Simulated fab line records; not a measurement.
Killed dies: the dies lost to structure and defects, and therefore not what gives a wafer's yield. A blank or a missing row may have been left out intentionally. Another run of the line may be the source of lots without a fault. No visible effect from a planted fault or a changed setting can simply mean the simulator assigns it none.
fab line records ; flow sfqLine
[record] lots = 7; wafers = 18; lastDay = 86
route steps=325 shown I5@229 C5@240
lots that met no fault: taken from a fault-free run of the same line
startH: start of the lot's first displayed wafer, in hours after the record's first day ; waitH: hours from the lot's prior step to this one ; " as in the row above ; L1.1+2: one row covering several wafers at once ; - no value, or no start was given ; * or withheld: withheld ; < > ~ a bound
route shown NAME@n: NAME is a module with steps in the file, n the number in the route of the first one ; usual: the fault-free wafers' mean and standard deviation ; same: alike in all rows ; chamber/n: place in a boat ; sites: per-site readings ; _std_site: how widely they spread, as a standard deviation ; _edge_site: the outer-site mean with the inner-site mean subtracted ; radiusMm: for every site, how far away it sits from the centre of the wafer ; mask NAME#n: copy n ; behind: the tool/chamber that last shaped the wafer ; hold: the reason the lot was held/the length of the hold in hours/how it ended ; device: whichever transistor did not switch (one of n, p or np) ; end of line: the same wafers' tests at the end of the route ; where a step has no rows: the recipe by itself ; killed: dies that structure and defects cost at the first sort, which is not the same as the wafer's yield ; map: shows each die of a wafer: x if killed, . if not, _ if none is there
set.NAME: the setting that was run; set.NAME@STEP: the one run at that earlier step ; model.NAME: the simulator's own value behind a step, which no gauge read
certain route steps with their lots: each step a table, each wafer a row
services: the hour from which a tool's chamber was out of use, counted from the record's first day as startH (under 0 if before that day), plus the number of hours and why
[[steps]]
[step SFQ_TRILAYER_I5_LITHO_COAT_149]
[recipe] resist = BARC; spinRpm = 3000; resistThkNm = 62
[step SFQ_TRILAYER_I5_LITHO_COAT_144]
[recipe] resist = KrF; spinRpm = 3000; resistThkNm = 650
[step SFQ_TRILAYER_I5_LITHO_SOFTBAKE_148]
[recipe] tempC = withheld; timeS = withheld; resist = KrF
[step SFQ_TRILAYER_I5_LITHO_EXPOSE_145]
[recipe] maskId = I5; na = 0.6; sourceShape = conventional; sigmaOuter = 0.65; targetCdNm = 700; doseMj = 21.3
[step SFQ_TRILAYER_I5_LITHO_PEB_147]
[recipe] pebTempC = 115; pebTimeS = 60; resist = KrF
[step SFQ_TRILAYER_I5_LITHO_DEVELOP_146]
[recipe] timeS = 60; resist = KrF
[step SFQ_I5_OVL_MEAS_936]
[usual] I5_OVL = 0/5.5
lot.wafer;tool;chamber;startH;waitH;I5_OVL[nm]
L670.1;overlay-02;-;1497.98;0.1;3
L670.3;overlay-02;-;1497.98;0.1;3
L670.5;overlay-02;-;1497.98;0.1;1
L673.3;overlay-02;-;1508.79;0.1;1
L673.4;overlay-02;-;1508.79;0.1;9
L673.6;overlay-02;-;1508.79;0.1;3
L684.1;overlay-01;-;1580.55;0.1;-13
L684.3;overlay-01;-;1580.55;0.1;-11
L685.1;overlay-01;-;1581.75;0.1;9
L685.6;overlay-01;-;1581.75;0.1;-2
L687.1;overlay-02;-;1589.93;0.1;4
L687.6;overlay-02;-;1589.93;0.1;-2
L688.1;overlay-02;-;1593.92;0.1;4
L688.2;overlay-02;-;1593.92;0.1;5
L688.5;overlay-02;-;1593.92;0.1;1
L692.1;overlay-02;-;1610.37;0.1;-7
L692.4;overlay-02;-;1610.37;0.1;-1
L692.5;overlay-02;-;1610.37;0.1;-6
[step SFQ_TRILAYER_I5_BARC_OPEN_VIA_ETCH_200]
[recipe] maskMaterial = PR; chemistry = O2; targetDepthNm = 125; target = BARC; sourceW = 500; biasW = 80; pressureMtorr = 30; timeS = 41.7
[usual] drypumpMotorCurrentA = 5.55/0.25; oesProductAu = 0.685/0.0043
lot.wafer;tool;chamber;startH;waitH;drypumpMotorCurrentA;oesProductAu;rfHoursCounterH
L670.1;rieDiel-02;2;1498.01;0.0;5.52;0.678;15
L670.3;rieDiel-02;1;1498.01;0.0;5.76;0.688;18
L670.5;rieDiel-02;1;1498.01;0.0;5.76;0.682;-
L673.3;rieDiel-04;3;1508.81;0.0;5.37;0.686;18
L673.4;rieDiel-04;1;1508.81;0.0;5.95;0.682;1
L673.6;rieDiel-04;0;1508.81;0.0;5.83;0.691;-
L684.1;rieDiel-02;1;1580.59;0.0;5.77;0.688;20
L684.3;rieDiel-02;0;1580.59;0.0;5.53;0.690;1
L685.1;rieDiel-04;1;1581.79;0.0;5.96;0.689;2
L685.6;rieDiel-04;0;1581.79;0.0;5.83;0.683;-
L687.1;rieDiel-01;0;1589.97;0.0;5.10;0.690;14
L687.6;rieDiel-01;2;1589.97;0.0;5.41;0.698;-
L688.1;rieDiel-04;2;1593.95;0.0;5.20;0.679;20
L688.2;rieDiel-04;3;1593.95;0.0;5.38;0.677;19
L688.5;rieDiel-04;1;1593.95;0.0;5.95;0.682;-
L692.1;rieDiel-04;2;1610.40;0.0;5.22;0.681;21
L692.4;rieDiel-04;1;1610.40;0.0;5.96;0.685;3
L692.5;rieDiel-04;0;1610.40;0.0;5.84;0.684;-
[step SFQ_TRILAYER_I5_ETCH_VIA_ETCH_147]
[recipe] stopOn = Nb; maskMaterial = PR; chemistry = CHF3; targetDepthNm = 360; sourceW = 500; biasW = 80; pressureMtorr = 30; timeS = withheld
[usual] drypumpMotorCurrentA = 5.55/0.25; oesProductAu = 0.986/0.0076
lot.wafer;tool;chamber;startH;waitH;drypumpMotorCurrentA;oesProductAu
L670.1;rieDiel-02;2;1498.05;0.0;5.47;0.983
L670.3;rieDiel-02;1;1498.05;0.0;5.76;0.997
L670.5;rieDiel-02;1;1498.05;0.0;5.77;0.990
L673.3;rieDiel-04;3;1508.85;0.0;5.39;0.987
L673.4;rieDiel-04;1;1508.85;0.0;5.96;0.992
L673.6;rieDiel-04;0;1508.85;0.0;5.82;0.975
L684.1;rieDiel-02;1;1580.63;0.0;5.76;0.993
L684.3;rieDiel-02;0;1580.63;0.0;5.48;0.989
L685.1;rieDiel-04;1;1581.83;0.0;5.98;0.985
L685.6;rieDiel-04;0;1581.83;0.0;5.82;0.975
L687.1;rieDiel-01;0;1590.01;0.0;5.08;0.977
L687.6;rieDiel-01;2;1590.01;0.0;5.41;0.986
L688.1;rieDiel-04;2;1593.99;0.0;5.21;0.996
L688.2;rieDiel-04;3;1593.99;0.0;5.37;0.989
L688.5;rieDiel-04;1;1593.99;0.0;5.97;0.983
L692.1;rieDiel-04;2;1610.44;0.0;5.24;0.996
L692.4;rieDiel-04;1;1610.44;0.0;5.95;0.989
L692.5;rieDiel-04;0;1610.44;0.0;5.81;0.976
[step SFQ_TRILAYER_I5_STRIP_STRIP_148]
[recipe] gas = O2; powerW = 200; platenTempC = 40; overashFraction = 0.65; chemistry = O2; pressureMtorr = 50
[usual] drypumpMotorCurrentA = 5.6/0.32; oesProductAu = 0.999/0.014
lot.wafer;tool;chamber;startH;waitH;drypumpMotorCurrentA;oesProductAu;rfHoursCounterH
L670.1;rieMetal-04;1;1498.20;-;5.5;0.985;59
L670.3;rieMetal-04;1;1498.20;-;5.5;1.001;-
L670.5;rieMetal-04;0;1498.20;-;5.7;0.977;-
L673.3;rieMetal-02;1;1509.20;-;6.2;1.003;-
L673.4;rieMetal-02;0;1509.20;-;5.4;0.997;-
L673.6;rieMetal-02;0;1509.20;-;5.4;0.991;-
L684.1;rieMetal-02;1;1580.78;-;6.2;1.018;132
L684.3;rieMetal-02;0;1580.78;-;5.4;1.003;-
L685.1;rieMetal-04;0;1581.98;-;5.6;0.987;38
L685.6;rieMetal-04;0;1581.98;-;5.7;0.972;-
L687.1;rieMetal-02;1;1590.16;-;6.2;1.000;133
L687.6;rieMetal-02;1;1590.16;-;6.2;0.999;-
L688.1;rieMetal-01;1;1594.14;-;5.3;1.000;50
L688.2;rieMetal-01;0;1594.14;-;5.6;1.018;41
L688.5;rieMetal-01;1;1594.14;-;5.3;1.002;-
L692.1;rieMetal-01;1;1610.59;-;5.3;0.982;52
L692.4;rieMetal-01;1;1610.59;-;5.3;0.985;-
L692.5;rieMetal-01;1;1610.59;-;5.3;0.980;-
[step SFQ_TRILAYER_I5_STRIP_SOLV_CLEAN_149]
[recipe] chemistry = NMP; tempC = 70; timeS = 600
[step SFQ_TRILAYER_C5_LITHO_COAT_156]
[recipe] resist = BARC; spinRpm = 3000; resistThkNm = 62
[step SFQ_TRILAYER_C5_LITHO_COAT_151]
[recipe] resist = KrF; spinRpm = 3000; resistThkNm = 650
[usual] spinSpeedRpm = 2999.8/2
lot.wafer;tool;chamber;startH;waitH;spinSpeedRpm;model.KrF_of_TRILAYER_C5_LITHO_COAT_151.thkNm
L670.1;lithoTrack-02;0;1499.28;0.2;3001.3;651.5
L670.3;lithoTrack-02;0;1499.28;0.2;2996.9;649.5
L670.5;lithoTrack-02;0;1499.28;0.2;2997.6;647.1
L673.3;lithoTrack-02;0;1510.19;0.2;3000.5;649.4
L673.4;lithoTrack-02;0;1510.19;0.2;2999.1;648.3
L673.6;lithoTrack-02;0;1510.19;0.2;3002.3;648.5
L684.1;lithoTrack-02;0;1581.85;0.2;3001.2;647.9
L684.3;lithoTrack-02;0;1581.85;0.2;2999.9;791.5
L685.1;lithoTrack-02;0;1583.07;0.2;3001.9;650.7
L685.6;lithoTrack-02;0;1583.07;0.2;3002.4;796.9
L687.1;lithoTrack-02;0;1591.29;0.2;3000.1;647.6
L687.6;lithoTrack-02;0;1591.29;0.2;3001.7;791.6
L688.1;lithoTrack-01;0;1595.28;0.2;3000.1;648.4
L688.2;lithoTrack-01;0;1595.28;0.2;3002.0;650.9
L688.5;lithoTrack-01;0;1595.28;0.2;3002.7;651.4
L692.1;lithoTrack-04;0;1611.67;0.2;3001.2;651.8
L692.4;lithoTrack-04;0;1611.67;0.2;3001.9;650.8
L692.5;lithoTrack-04;0;1611.67;0.2;3003.7;652.2
[step SFQ_TRILAYER_C5_LITHO_SOFTBAKE_155]
[recipe] tempC = withheld; timeS = withheld; resist = KrF
[step SFQ_TRILAYER_C5_LITHO_EXPOSE_152]
[recipe] maskId = C5; na = 0.6; sourceShape = conventional; sigmaOuter = 0.65; targetCdNm = 500; doseMj = 21.3
[step SFQ_TRILAYER_C5_LITHO_PEB_154]
[recipe] pebTempC = 115; pebTimeS = 60; resist = KrF
[step SFQ_TRILAYER_C5_LITHO_DEVELOP_153]
[recipe] timeS = 60; resist = KrF
[step SFQ_C5_OVL_MEAS_937]
[usual] C5_OVL = 1/4.9
lot.wafer;tool;chamber;startH;waitH;C5_OVL[nm]
L670.1;overlay-01;-;1502.43;0.1;3
L670.3;overlay-01;-;1502.43;0.1;1
L670.5;overlay-01;-;1502.43;0.1;8
L673.3;overlay-02;-;1513.89;0.1;0
L673.4;overlay-02;-;1513.89;0.1;-2
L673.6;overlay-02;-;1513.89;0.1;-7
L684.1;overlay-02;-;1583.80;0.1;5
L684.3;overlay-02;-;1583.80;0.1;12
L685.1;overlay-01;-;1593.63;0.1;0
L685.6;overlay-01;-;1593.63;0.1;6
L687.1;overlay-01;-;1596.03;0.1;-5
L687.6;overlay-01;-;1596.03;0.1;0
L688.1;overlay-01;-;1597.23;0.1;-3
L688.2;overlay-01;-;1597.23;0.1;-4
L688.5;overlay-01;-;1597.23;0.1;-10
L692.1;overlay-01;-;1614.72;0.1;4
L692.4;overlay-01;-;1614.72;0.1;6
L692.5;overlay-01;-;1614.72;0.1;-1
[step SFQ_TRILAYER_C5_BARC_OPEN_VIA_ETCH_210]
[recipe] maskMaterial = PR; chemistry = O2; targetDepthNm = 125; target = BARC; sourceW = 500; biasW = 80; pressureMtorr = 30; timeS = 41.7
[usual] drypumpMotorCurrentA = 5.5/0.33; oesProductAu = 0.684/0.0047
lot.wafer;tool;chamber;startH;waitH;drypumpMotorCurrentA;oesProductAu;rfHoursCounterH;model.C5.cdNm
L670.1;rieDiel-03;0;1502.46;0.0;5.8;0.680;15;499.7
L670.3;rieDiel-03;3;1502.46;0.0;5.1;0.686;10;500.9
L670.5;rieDiel-03;3;1502.46;0.0;5.1;0.679;-;499.9
L673.3;rieDiel-02;0;1513.91;0.0;5.5;0.695;20;500.3
L673.4;rieDiel-02;3;1513.91;0.0;5.8;0.681;18;500.2
L673.6;rieDiel-02;3;1513.91;0.0;5.8;0.686;-;502
L684.1;rieDiel-01;3;1583.84;0.0;5.6;0.686;6;500.7
L684.3;rieDiel-01;1;1583.84;0.0;5.6;0.673;14;496.1
L685.1;rieDiel-01;1;1593.67;0.0;5.6;0.677;14;500.4
L685.6;rieDiel-01;1;1593.67;0.0;5.6;0.680;-;496.3
L687.1;rieDiel-01;0;1596.07;0.0;5.1;0.682;15;499.7
L687.6;rieDiel-01;2;1596.07;0.0;5.4;0.683;-;494.9
L688.1;rieDiel-02;0;1597.27;0.0;5.5;0.680;1;497.8
L688.2;rieDiel-02;2;1597.27;0.0;5.5;0.682;17;496.5
L688.5;rieDiel-02;0;1597.27;0.0;5.5;0.696;-;498.6
L692.1;rieDiel-01;2;1614.75;0.0;5.4;0.691;18;498.4
L692.4;rieDiel-01;0;1614.75;0.0;5.1;0.686;15;499
L692.5;rieDiel-01;2;1614.75;0.0;5.4;0.687;-;498.1
[step SFQ_TRILAYER_C5_ETCH_VIA_ETCH_154]
[recipe] target = SiO2; maskMaterial = PR; chemistry = CHF3; targetDepthNm = 84; sourceW = 500; biasW = 80; pressureMtorr = 30; timeS = withheld; stopOn = Nb
[usual] drypumpMotorCurrentA = 5.5/0.33; oesProductAu = 0.894/0.0084
lot.wafer;tool;chamber;startH;waitH;drypumpMotorCurrentA;oesProductAu;model.KrF_of_TRILAYER_C5_LITHO_COAT_151.thkNm;model.C5.cdNm
L670.1;rieDiel-03;0;1502.50;0.0;5.9;0.898;564.9;499.9
L670.3;rieDiel-03;3;1502.50;0.0;5.1;0.898;561.5;501
L670.5;rieDiel-03;3;1502.50;0.0;5.1;0.895;559.2;500
L673.3;rieDiel-02;0;1513.95;0.0;5.5;0.902;561.3;501
L673.4;rieDiel-02;3;1513.95;0.0;5.8;0.897;561.9;500.5
L673.6;rieDiel-02;3;1513.95;0.0;5.8;0.901;562.8;502
L684.1;rieDiel-01;3;1583.88;0.0;5.7;0.896;561.3;500.4
L684.3;rieDiel-01;1;1583.88;0.0;5.6;0.903;706.5;497.1
L685.1;rieDiel-01;1;1593.71;0.0;5.5;0.895;564.8;501
L685.6;rieDiel-01;1;1593.71;0.0;5.6;0.904;711.4;497
L687.1;rieDiel-01;0;1596.11;0.0;5.1;0.888;561.3;499.3
L687.6;rieDiel-01;2;1596.11;0.0;5.4;0.891;702.3;494.6
L688.1;rieDiel-02;0;1597.31;0.0;5.5;0.894;561.2;497
L688.2;rieDiel-02;2;1597.31;0.0;5.5;0.888;562.6;497
L688.5;rieDiel-02;0;1597.31;0.0;5.5;0.908;564.3;498.2
L692.1;rieDiel-01;2;1614.79;0.0;5.4;0.896;562.9;497.8
L692.4;rieDiel-01;0;1614.79;0.0;5.1;0.896;563.6;498
L692.5;rieDiel-01;2;1614.79;0.0;5.4;0.896;563.6;497.5
[step SFQ_TRILAYER_C5_STRIP_STRIP_155]
[recipe] gas = O2; powerW = 200; platenTempC = 40; overashFraction = 0.65; chemistry = O2; pressureMtorr = 50
[usual] drypumpMotorCurrentA = 6.0/0.42; oesProductAu = 0.998/0.013
lot.wafer;tool;chamber;startH;waitH;drypumpMotorCurrentA;oesProductAu;rfHoursCounterH
L670.1;rieMetal-03;1;1502.55;-;6.6;1.018;132
L670.3;rieMetal-03;0;1502.55;-;6.2;0.996;-
L670.5;rieMetal-03;1;1502.55;-;6.6;1.009;-
L673.3;rieMetal-04;0;1514.20;-;5.7;0.964;-
L673.4;rieMetal-04;1;1514.20;-;5.6;0.998;-
L673.6;rieMetal-04;1;1514.20;-;5.6;0.996;-
L684.1;rieMetal-03;1;1583.93;-;6.6;1.004;145
L684.3;rieMetal-03;1;1583.93;-;6.6;1.004;-
L685.1;rieMetal-04;1;1593.75;-;5.6;0.994;71
L685.6;rieMetal-04;0;1593.75;-;5.7;0.970;-
L687.1;rieMetal-04;1;1596.15;-;5.5;1.002;71
L687.6;rieMetal-04;1;1596.15;-;5.6;1.001;-
L688.1;rieMetal-03;0;1597.35;-;6.2;1.001;56
L688.2;rieMetal-03;1;1597.35;-;6.6;1.000;147
L688.5;rieMetal-03;1;1597.35;-;6.6;1.003;-
L692.1;rieMetal-02;0;1614.84;-;5.4;1.007;112
L692.4;rieMetal-02;1;1614.84;-;6.2;1.009;-
L692.5;rieMetal-02;1;1614.84;-;6.2;1.022;-
[[services]]
tool;chamber;startH;hours;kind
rieDiel-03;3;1477.18;17.9;repair
rieDiel-01;-;1496.27;0.6;repair
rieDiel-01;-;1517.92;2.8;pm
rieDiel-02;0;1526.86;-;clean
rieDiel-02;0;1526.86;21.2;scheduledDown
rieDiel-02;0;1526.86;21.2;ventCycle
rieMetal-04;-;1542.24;14.6;pm
rieDiel-02;3;1549.33;-;clean
rieDiel-02;3;1549.33;15.1;scheduledDown
rieDiel-02;3;1549.33;15.1;ventCycle
rieMetal-03;0;1555.44;6.7;repair
rieDiel-03;1;1560.58;4.5;repair
rieMetal-03;1;1566.50;1.8;repair
rieMetal-02;-;1570.84;1.4;pm
rieMetal-02;-;1598.34;14.6;pm
rieMetal-03;-;1611.13;14.6;pm
[[key]]
firstSign none at tools or gauges
[modelEffect] step = SFQ_TRILAYER_C5_LITHO_COAT_151; value = KrF_of_TRILAYER_C5_LITHO_COAT_151.thkNm; without = 650.7; struck = 793.3
[modelEffect] step = SFQ_TRILAYER_C5_BARC_OPEN_VIA_ETCH_210; value = C5.cdNm; without = 500.9; struck = 495.8
[modelEffect] step = SFQ_TRILAYER_C5_ETCH_VIA_ETCH_154; value = KrF_of_TRILAYER_C5_LITHO_COAT_151.thkNm; without = 564.1; struck = 706.7
metAt SFQ_TRILAYER_C5_LITHO_COAT_151
struckWafers L684.3,L685.6,L687.6
onsetBetween 1510.19 1581.85
[fault] kind = processParameterDrift; tool = lithoTrack-02; chamber = -; onsetH = 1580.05; steps = SFQ_TRILAYER_C5_LITHO_COAT_151; channel = resistThkNm; offset = 142.51; shape = step; endH = 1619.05; scope = struckWafersOnly; actsIn = theseRecipesOnly; stated = 650
